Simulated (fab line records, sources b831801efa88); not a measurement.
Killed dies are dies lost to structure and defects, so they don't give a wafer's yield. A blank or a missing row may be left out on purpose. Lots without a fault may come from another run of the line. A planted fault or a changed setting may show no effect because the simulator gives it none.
Which tool did it? | flow sky130 | 12 lots, 36 wafers sampled, at 6 steps of a route of 708

WHAT THE GAUGES READ, wafer by wafer
The record holds no reading of a measuring or inspecting step that can be judged against a usual standard deviation.

WHICH TOOL RAN EACH LOT (tool, then ch and the chambers of the sampled wafers, then the start)
lot  | SKY_VIA1_COAT_07                  | SKY_VIA1_STRIP_16                    | SKY_VIA1_CVD_21               | SKY_METAL2_SPUTTER_00        | SKY_METAL2_SPUTTER_02        | SKY_PAD_OPEN_PROBE_99
L979 | litho_track-03 ch 0, day 33 07:00 | plasma_asher-04 ch 0,1, day 33 21:21 | cvd_w-02 ch 0,1, day 33 22:07 | pvd_sputter-02, day 33 22:42 | pvd_sputter-02, day 33 22:45 | prober-01, day 45 16:39
L980 | litho_track-03 ch 0, day 33 09:00 | plasma_asher-04 ch 0,1, day 33 23:14 | cvd_w-01 ch 0,1, day 33 23:53 | pvd_sputter-04, day 34 00:28 | pvd_sputter-04, day 34 00:30 | prober-02, day 45 21:01
L984 | litho_track-03 ch 0, day 35 00:00 | plasma_asher-01 ch 0,1, day 35 14:13 | cvd_w-02 ch 0,1, day 35 14:56 | pvd_sputter-04, day 35 15:52 | pvd_sputter-04, day 35 15:55 | prober-01, day 47 00:24
L983 | litho_track-02 ch 0, day 35 01:00 | plasma_asher-02 ch 0,1, day 35 15:41 | cvd_w-01 ch 0,1, day 35 16:22 | pvd_sputter-03, day 35 17:07 | pvd_sputter-03, day 35 17:10 | prober-01, day 47 03:28
L987 | litho_track-02 ch 0, day 37 13:00 | plasma_asher-04 ch 0,1, day 38 03:49 | cvd_w-01 ch 0,1, day 38 04:30 | pvd_sputter-04, day 38 05:04 | pvd_sputter-04, day 38 05:07 | prober-02, day 48 22:30
L993 | litho_track-03 ch 0, day 37 20:00 | plasma_asher-04 ch 0,1, day 38 09:41 | cvd_w-02 ch 0,1, day 38 10:20 | pvd_sputter-04, day 38 10:55 | pvd_sputter-04, day 38 10:58 | prober-02, day 49 08:25
L994 | litho_track-03 ch 0, day 37 20:00 | plasma_asher-04 ch 0,1, day 38 10:10 | cvd_w-01 ch 0,1, day 38 10:50 | pvd_sputter-03, day 38 11:24 | pvd_sputter-03, day 38 11:27 | prober-01, day 49 08:07
L995 | litho_track-03 ch 0, day 38 10:00 | plasma_asher-01 ch 0,1, day 39 00:34 | cvd_w-02 ch 0,1, day 39 01:13 | pvd_sputter-04, day 39 01:47 | pvd_sputter-04, day 39 01:50 | prober-01, day 49 16:27
L996 | litho_track-01 ch 0, day 38 11:00 | plasma_asher-01 ch 1, day 39 02:04   | cvd_w-02 ch 0,1, day 39 02:43 | pvd_sputter-03, day 39 03:17 | pvd_sputter-03, day 39 03:20 | prober-02, day 49 17:54
L997 | litho_track-02 ch 0, day 38 15:00 | plasma_asher-01 ch 0,1, day 39 05:29 | cvd_w-01 ch 0, day 39 06:08   | pvd_sputter-04, day 39 06:42 | pvd_sputter-04, day 39 06:45 | prober-01, day 49 19:27
L101 | litho_track-02 ch 0, day 41 00:00 | plasma_asher-02 ch 1, day 41 13:08   | cvd_w-02 ch 0,1, day 41 13:47 | pvd_sputter-02, day 41 14:22 | pvd_sputter-02, day 41 14:25 | prober-02, day 51 05:44
L102 | litho_track-03 ch 0, day 41 00:00 | plasma_asher-01 ch 0,1, day 41 13:34 | cvd_w-02 ch 0,1, day 41 14:17 | pvd_sputter-03, day 41 14:51 | pvd_sputter-03, day 41 14:54 | prober-01, day 51 07:02
- SKY_VIA1_COAT_07: resist thk 450 nm.
- SKY_VIA1_STRIP_16: strips in O2/N2.
- SKY_VIA1_CVD_21: deposits W, target thk 270 nm, time 80.902 s.
- SKY_METAL2_SPUTTER_00: material Ti, target thk 15 nm, time 10 s.
- SKY_METAL2_SPUTTER_02: material AlCu, target thk 250 nm, time 13.67 s.
- SKY_PAD_OPEN_PROBE_99

WHAT THE TOOLS THEMSELVES READ (means of the sampled wafers that have a number; where no wafer has one, the mark that the record gives instead)
SKY_VIA1_COAT_07. Usual: exhaust_pa 44.9 Pa, standard deviation 0.86.
lot  | tool           | exhaust_pa (Pa) | flag
L979 | litho_track-03 | 44.7            |
L980 | litho_track-03 | 45.4            |
L984 | litho_track-03 | 44.8            |
L983 | litho_track-02 | 45.3            |
L987 | litho_track-02 | 45.0            |
L993 | litho_track-03 | 45.3            |
L994 | litho_track-03 | 44.6            |
L995 | litho_track-03 | 44.6            |
L996 | litho_track-01 | 44.3            |
L997 | litho_track-02 | 45.3            |
L101 | litho_track-02 | 44.3            |
L102 | litho_track-03 | 44.9            |

SKY_VIA1_STRIP_16. Usual: drypump_motor_current_A 5.5 A, standard deviation 0.45; oes_product_au 0.416 a.u., standard deviation 0.0047; strip_time_to_endpoint_s 4.46 s, standard deviation 0.033.
lot  | tool            | drypump_motor_current_A (A) | oes_product_au (a.u.) | strip_time_to_endpoint_s (s) | flag
L979 | plasma_asher-04 | 6.1                         | 0.410                 | 4.46                         |
L980 | plasma_asher-04 | 6.0                         | 0.415                 | 4.50                         |
L984 | plasma_asher-01 | 5.1                         | 0.416                 | 4.49                         |
L983 | plasma_asher-02 | 5.1                         | 0.414                 | 4.48                         |
L987 | plasma_asher-04 | 6.0                         | 0.414                 | 4.43                         |
L993 | plasma_asher-04 | 6.0                         | 0.416                 | 4.48                         |
L994 | plasma_asher-04 | 6.0                         | 0.406                 | 4.18                         | OFF
L995 | plasma_asher-01 | 5.2                         | 0.400                 | 4.16                         | OFF
L996 | plasma_asher-01 | 5.0                         | 0.419                 | 4.47                         |
L997 | plasma_asher-01 | 5.2                         | 0.418                 | 4.46                         |
L101 | plasma_asher-02 | 4.9                         | 0.417                 | 4.46                         |
L102 | plasma_asher-01 | 5.3                         | 0.414                 | 4.49                         |

SKY_VIA1_CVD_21. Usual: heater_power_w 830 W, standard deviation 53.
lot  | tool     | heater_power_w (W) | flag
L979 | cvd_w-02 | 821                |
L980 | cvd_w-01 | 869                |
L984 | cvd_w-02 | 829                |
L983 | cvd_w-01 | 881                |
L987 | cvd_w-01 | 838                |
L993 | cvd_w-02 | 825                |
L994 | cvd_w-01 | 878                |
L995 | cvd_w-02 | 830                |
L996 | cvd_w-02 | 827                |
L997 | cvd_w-01 | 787                |
L101 | cvd_w-02 | 822                |
L102 | cvd_w-02 | 837                |

SKY_METAL2_SPUTTER_00. Usual: throttle_valve_pct 30.1 %, standard deviation 1.
lot  | tool           | throttle_valve_pct (%) | flag
L979 | pvd_sputter-02 | 28.8                   |
L980 | pvd_sputter-04 | 30.5                   |
L984 | pvd_sputter-04 | 30.3                   |
L983 | pvd_sputter-03 | 30.8                   |
L987 | pvd_sputter-04 | 30.5                   |
L993 | pvd_sputter-04 | 30.4                   |
L994 | pvd_sputter-03 | 31.1                   |
L995 | pvd_sputter-04 | 30.0                   |
L996 | pvd_sputter-03 | 30.8                   |
L997 | pvd_sputter-04 | 30.1                   |
L101 | pvd_sputter-02 | 28.4                   |
L102 | pvd_sputter-03 | 30.2                   |

SKY_METAL2_SPUTTER_02. Usual: throttle_valve_pct 30.1 %, standard deviation 1.
lot  | tool           | throttle_valve_pct (%) | flag
L979 | pvd_sputter-02 | 28.9                   |
L980 | pvd_sputter-04 | 30.5                   |
L984 | pvd_sputter-04 | 30.4                   |
L983 | pvd_sputter-03 | 30.9                   |
L987 | pvd_sputter-04 | 30.4                   |
L993 | pvd_sputter-04 | 30.3                   |
L994 | pvd_sputter-03 | 31.2                   |
L995 | pvd_sputter-04 | 29.9                   |
L996 | pvd_sputter-03 | 30.7                   |
L997 | pvd_sputter-04 | 30.2                   |
L101 | pvd_sputter-02 | 28.6                   |
L102 | pvd_sputter-03 | 30.4                   |

SKY_PAD_OPEN_PROBE_99. Usual: defect_limited_yield 82.5 %, standard deviation 2; killed_at_M0_to_M3 43, standard deviation 7.3; killed_at_M4_up 3.5, standard deviation 2.2; killed_at_contacts 24, standard deviation 5.3; killed_at_front_end 15, standard deviation 4.2; killed_at_other 0.3, standard deviation 0.67; killed_dies 86, standard deviation 9.8; killed_on_rim 17, standard deviation 3.8; killed_open 47, standard deviation 7.2; killed_short 39, standard deviation 6.5; sort_bin_3_pad_short 0.9 %, standard deviation 0.42; sort_bin_5_function 10.4 %, standard deviation 1.5; sort_bin_6_memory 6.3 %, standard deviation 1.2; sort_bin_8_speed 0.00 %, standard deviation 0.038; sort_n_pass 406, standard deviation 9.9; sort_yield_pct 82.5 %, standard deviation 2.
lot  | tool      | defect_limited_yield (%) | killed_at_M0_to_M3 | killed_at_M4_up | killed_at_contacts | killed_at_front_end | killed_at_other | killed_dies | killed_on_rim | killed_open | killed_short | sort_bin_3_pad_short (%) | sort_bin_5_function (%) | sort_bin_6_memory (%) | sort_bin_8_speed (%) | sort_n_pass | sort_yield_pct (%) | flag
L979 | prober-01 | 80.3                     | 42                 | 3.3             | 34                 | 17                  | 0.3             | 97          | 21            | 54          | 43           | 0.9                      | 11.5                    | 7.3                   | 0.14                 | 394         | 80.2               | OFF
L980 | prober-02 | 83.2                     | 39                 | 5.3             | 23                 | 16                  | 0.3             | 83          | 19            | 42          | 40           | 0.9                      | 10.0                    | 5.9                   | 0.00                 | 409         | 83.2               |
L984 | prober-01 | 82.7                     | 44                 | 3.3             | 20                 | 17                  | 0.7             | 85          | 14            | 52          | 33           | 1.1                      | 9.8                     | 6.3                   | 0.00                 | 407         | 82.7               |
L983 | prober-01 | 82.4                     | 40                 | 1.7             | 30                 | 14                  | 0.0             | 86          | 18            | 46          | 40           | 0.9                      | 9.7                     | 6.8                   | 0.00                 | 406         | 82.4               |
L987 | prober-02 | 82.9                     | 38                 | 3.3             | 26                 | 17                  | 0.3             | 84          | 15            | 48          | 36           | 1.0                      | 9.8                     | 6.3                   | 0.00                 | 408         | 82.9               |
L993 | prober-02 | 84.5                     | 34                 | 2.0             | 26                 | 14                  | 0.3             | 76          | 14            | 42          | 34           | 0.7                      | 8.7                     | 6.0                   | 0.00                 | 416         | 84.5               |
L994 | prober-01 | 83.0                     | 37                 | 4.7             | 25                 | 17                  | 0.7             | 84          | 18            | 45          | 38           | 0.4                      | 10.0                    | 6.6                   | 0.00                 | 408         | 83.0               |
L995 | prober-01 | 81.4                     | 51                 | 3.7             | 25                 | 13                  | 0.0             | 92          | 18            | 51          | 40           | 0.8                      | 11.7                    | 6.2                   | 0.00                 | 400         | 81.4               |
L996 | prober-02 | 82.7                     | 41                 | 3.3             | 24                 | 17                  | 0.3             | 85          | 16            | 45          | 39           | 0.9                      | 10.0                    | 6.4                   | 0.00                 | 407         | 82.7               |
L997 | prober-01 | 84.5                     | 38                 | 1.0             | 23                 | 14                  | 0.3             | 76          | 17            | 44          | 32           | 0.7                      | 8.8                     | 6.0                   | 0.00                 | 416         | 84.5               |
L101 | prober-02 | 85.0                     | 40                 | 2.0             | 15                 | 16                  | 0.5             | 74          | 14            | 38          | 34           | 0.6                      | 8.8                     | 5.6                   | 0.00                 | 418         | 85.0               |
L102 | prober-01 | 80.8                     | 48                 | 2.0             | 25                 | 20                  | 0.0             | 95          | 15            | 46          | 47           | 1.1                      | 11.1                    | 7.0                   | 0.00                 | 397         | 80.8               |

THE ANSWER, worked out from the rows above alone
Rule: a lot is off if the mean of its wafers that have a number lies more than 3 standard deviations from the usual mean. A lot without any number at a reading at which 4 lots or more have one is off too. The other lots that the step has rows for count as sound. The gauges are gone through in route order, then the tools' own readings, and for those a lot's mean is taken as printed above. The first step at which some lot is off is used, and at that step the reading that is off furthest; a lot without a number counts as furthest.
Off: L994, L995, at SKY_VIA1_STRIP_16 (strip_time_to_endpoint_s).
A tool fits if, at that step or a process step before it, it ran every lot that is off, and no sound lot after the first of them. None of those tried fits.

WHAT THE SIMULATOR HAD PUT IN
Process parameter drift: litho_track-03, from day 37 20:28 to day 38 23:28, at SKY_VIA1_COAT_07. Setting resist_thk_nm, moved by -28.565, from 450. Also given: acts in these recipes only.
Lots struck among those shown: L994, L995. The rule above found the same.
